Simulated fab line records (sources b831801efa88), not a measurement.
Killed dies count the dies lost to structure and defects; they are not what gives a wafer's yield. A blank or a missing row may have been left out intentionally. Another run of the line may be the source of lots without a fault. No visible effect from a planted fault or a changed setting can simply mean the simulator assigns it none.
Problem report in the 8D (eight disciplines) form, filled by code | flow sky130 | the parts of the form that need people (team, actions taken, sign-off) are left out

1. PROBLEM STATEMENT
Wafers without a fault read 149.7 nm, standard deviation 1.9; cd-nm at SKY_VIA1_CD_MEAS_12 reads a mean of 113.8 nm on 3 wafers belonging to 2 lots. That puts it -19 standard deviations away from the usual mean.
The step: target cd 150 nm.
First observed at day 39 02:46: wafer L618.2, on cd-sem-02. Wafers with a number at this step in the record: 33, from 11 lots. Rule for "out", or "out of limits": more than 4 standard deviations from the usual mean. Any other wafer with a number is counted as sound.

2. WHAT IT IS, WHAT IT ISN'T
question                    | is                     | is not
which readings at this step | cd-nm                  | -
which lots                  | L618, L620             | L607, L608, L609, L611, L613, L615, L616, L617, L627
which wafers of those lots  | L618.2, L618.5, L620.2 | L618.3, L620.1, L620.4
read on which gauges        | cd-sem-02              | cd-sem-01
when                        | from day 39 02:46      | up to then (25 sound wafers); but 5 sound wafers of L620, L627 came after

3. WHAT RULES OUT EACH SUSPECT
Counting: a tool at a process step up to the reading stays a suspect if it ran every lot that is out. Sound lots after the first of them don't rule it out here, since some wafers of a struck lot are sound.
- the gauge at SKY_VIA1_CD_MEAS_12 has been ruled out. All the wafers that are out were read on cd-sem-02, but those of them that SKY_PAD_OPEN_PROBE_99 has rows for are out there too, on other tools.
- pvd-sputter-01 at SKY_METAL1_SPUTTER_03 (material Ti, target thk 5 nm, time 3.3 s): kept. It ran every lot that is out, first L618 (day 36 20:52); its last sound lot up to then is L609 (day 33 22:41).
- krf-scanner-01 at SKY_VIA1_EXPOSE_09 (exposes mask VIM, target cd 150 nm): kept. It ran every lot that is out, first L618 (day 38 14:44); its last sound lot up to then is L617 (day 38 03:26).
The count leaves krf-scanner-01 at SKY_VIA1_EXPOSE_09 and pvd-sputter-01 at SKY_METAL1_SPUTTER_03.

4. THE CAUSE (what the simulator had put in)
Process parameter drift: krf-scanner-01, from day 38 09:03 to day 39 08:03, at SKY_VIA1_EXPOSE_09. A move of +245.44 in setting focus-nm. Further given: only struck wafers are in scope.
Counting left 2 suspects, and this tool is among them.

5. SEQUENCE OF EFFECTS, ordered by route
Rows list readings where the struck wafers' mean (over those with a number) sits beyond 3 standard deviations from the usual. Readings are gone through only where the record gives a usual standard deviation; hours: the median, over the lots, of the time from a lot's start at the first step in this table giving one to that lot's start at this step; sigmas: the change measured in usual standard deviations.
hours | step                  | reading              | usual    | on struck wafers | change | sigmas
0     | SKY_VIA1_CD_MEAS_12   | cd-nm                | 149.7 nm | 113.8            | -35.9  | -19
261   | SKY_PAD_OPEN_PROBE_99 | defect-limited-yield | 82.3 %   | 2.5              | -79.8  | -44
261   | SKY_PAD_OPEN_PROBE_99 | killed_at_M0_to_M3   | 43       | 428              | +385   | +56
261   | SKY_PAD_OPEN_PROBE_99 | killed-dies          | 87       | 480              | +393   | +44
261   | SKY_PAD_OPEN_PROBE_99 | killed-on-rim        | 16       | 95               | +79    | +22
261   | SKY_PAD_OPEN_PROBE_99 | sort_bin_5_function  | 10.5 %   | 89.1             | +78.6  | +56
261   | SKY_PAD_OPEN_PROBE_99 | sort-n-pass          | 405      | 12               | -393   | -44
261   | SKY_PAD_OPEN_PROBE_99 | sort-yield-pct       | 82.3 %   | 2.5              | -79.8  | -44
The process steps in it:
- SKY_PAD_OPEN_PROBE_99

6. HOW IT WOULD HAVE BEEN CAUGHT EARLIER
18 hours passed between the start of the fault at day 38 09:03 and the first reading out of limits at a measuring or inspecting step in this record, taken at day 39 02:46.
Of the tool readings at SKY_VIA1_EXPOSE_09 for which the record gives a usual standard deviation, none was out on any struck wafer, so an alarm limit of 4 standard deviations on them would not have fired.
The start of SKY_VIA1_EXPOSE_09 on krf-scanner-01 came by day 39 02:46 for every one of the lots that are out (2). Tool hold at that time: it would have spared none of them.
